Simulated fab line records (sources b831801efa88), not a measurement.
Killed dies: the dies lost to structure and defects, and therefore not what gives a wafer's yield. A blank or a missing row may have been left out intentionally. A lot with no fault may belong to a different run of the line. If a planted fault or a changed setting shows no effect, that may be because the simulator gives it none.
A lot that was struck, set against a sound lot || flow sky130 || 16 steps out of a route of 708
Sound: the wafers L502.1, L502.2, L502.4. The struck wafers were L491.1, L491.4, L491.6. The cause comes at the end.
Order at every step that has rows: each side's tool, ch and its chambers, its first start. Under that, the readings that differ: sound wafers || struck wafers || difference of the means || sigmas: that difference in standard deviations of wafers without a fault.
alike: words and numbers the same on both sides, and readings whose means are apart by under 2 such deviations; not compared: readings that were withheld, readings missing a value for some wafer, numbers with overlapping values and no deviation given by the record, and bounds like >300 which may hide the same value.
The two part at a step that has a row with sigmas, a row that says differs or no value, or rows on one side only. Numbers that don't overlap but have no deviation are shown without sigmas and don't part them. A reading missing from all wafers of one side parts the sides only when that side holds two or more wafers.

first, 4 steps without rows for these wafers: SKY_CONTACT_DEHYDRATE_06 (time 60 s); SKY_CONTACT_HMDS_07 (prime time 60 s); SKY_CONTACT_COAT_08 (resist thk 60 nm); SKY_CONTACT_COAT_09 (resist thk 450 nm).
SKY_CONTACT_SOFTBAKE_10: time 91.97 s.
  sound: litho_track-03 ch 0; struck: litho_track-04 ch 0
  alike: plate_sensor_t_centre_C, plate_sensor_t_edge_C, resist_line_temp_C
then, 3 steps without rows for these wafers: SKY_CONTACT_EXPOSE_11 (exposes mask CTM1, target cd 170 nm); SKY_CONTACT_PEB_12; SKY_CONTACT_DEVELOP_13 (develop time 60 s).
SKY_CONTACT_CD_MEAS_14: target cd 170 nm.
  sound on cd_sem-01 at day 37 02:42; struck on cd_sem-02 at day 33 07:48
  alike: cd_nm
SKY_CONTACT_OVL_MEAS_15:
  sound on overlay-02 at day 37 02:49; struck on overlay-02 at day 33 07:55
  alike: CONTACT_OVL
SKY_CONTACT_ETCH_16: etches BARC in N2/H2, stops on SiO2, time 45.9 s, target depth 60 nm.
  sound on rie_diel-03 ch 0,2,3, day 37 02:51; struck on rie_diel-02 ch 2,3, day 33 07:57
{"reading": "drypump_motor_current_A (A)", "sound": "6.3 5.9 6.6", "struck": "5.7 5.2 5.2", "difference": -0.9, "sigmas": -2}
  alike: bias_w, chamber_pressure_mTorr, oes_product_au, throttle_valve_pct
  not compared: rf_hours_counter_h
SKY_CONTACT_ETCH_17: etches SiO2 in C4F8/O2/Ar, stops on Si3N4, target depth 340 nm.
  sound on rie_diel-03 ch 0,2,3, day 37 02:53; struck on rie_diel-02 ch 2,3, day 33 08:00
  alike: bias_w, chamber_pressure_mTorr, oes_product_au
SKY_CONTACT_ETCH_18: etches Si3N4 in CHF3/O2, stops on TiN, time 39 s, target depth 75 nm.
  sound on rie_diel-03 ch 0,2,3, day 37 02:00; struck on rie_diel-02 ch 2,3, day 33 08:00
  no value came back on the struck wafers for any of 7 readings (O2_flow_sccm (sccm), bias_w (W) and others); on the sound wafers O2_flow_sccm (sccm) reads 5.018 5.006 5.009
{"reading": "model.KrF-thick_of_CONTACT_COAT_09.thk_nm (nm)", "sound": "245.9 238.2 240.6", "struck": "323 328.3 328.3", "difference": "+85", "sigmas": ""}
SKY_CONTACT_STRIP_19: strips in O2/N2.
  sound on plasma_asher-01 ch 0,1, day 37 02:59; struck on plasma_asher-02 ch 0,1, day 33 08:05
{"reading": "oes_product_au (a.u.)", "sound": "0.373 0.377 0.378", "struck": "0.406 0.418 0.412", "difference": "+0.036", "sigmas": "+7"}
{"reading": "strip_time_to_endpoint_s (s)", "sound": "3.64 3.56 3.60", "struck": "4.47 4.55 4.51", "difference": "+0.91", "sigmas": "+22"}
  alike: drypump_motor_current_A
  not compared: rf_hours_counter_h
then, 1 step without rows for these wafers: SKY_CONTACT_STRIP_20 (strips in post etch residue remover, time 1200 s).
-- the record jumps here: 14 days lie between the struck wafers' starts before and after (it left off in module CONTACT and takes up again in module PAD_OPEN, whose first step shown is number 708 of the route) --
SKY_PAD_OPEN_PROBE_99:
  sound on prober-01 at day 49 20:58; struck on prober-01 at day 47 01:22
{"reading": "killed_at_contacts", "sound": "26 28", "struck": "439 426 420", "difference": "+401", "sigmas": "+77"}
{"reading": "killed_dies", "sound": "80 89", "struck": "492 492 492", "difference": "+408", "sigmas": "+43"}
{"reading": "killed_on_rim", "sound": "14 15", "struck": "96 96 96", "difference": "+82", "sigmas": "+23"}
{"reading": "killed_short", "sound": "36 32", "struck": "44 57 44", "difference": "+14", "sigmas": "+2"}
  alike: killed_at_M0_to_M3, killed_at_M4_up, killed_at_front_end, killed_at_other, killed_open

WHERE THEY PART
At SKY_CONTACT_ETCH_16 first; at SKY_PAD_OPEN_PROBE_99 last (within this record only).

WHY: whatever the simulator had introduced
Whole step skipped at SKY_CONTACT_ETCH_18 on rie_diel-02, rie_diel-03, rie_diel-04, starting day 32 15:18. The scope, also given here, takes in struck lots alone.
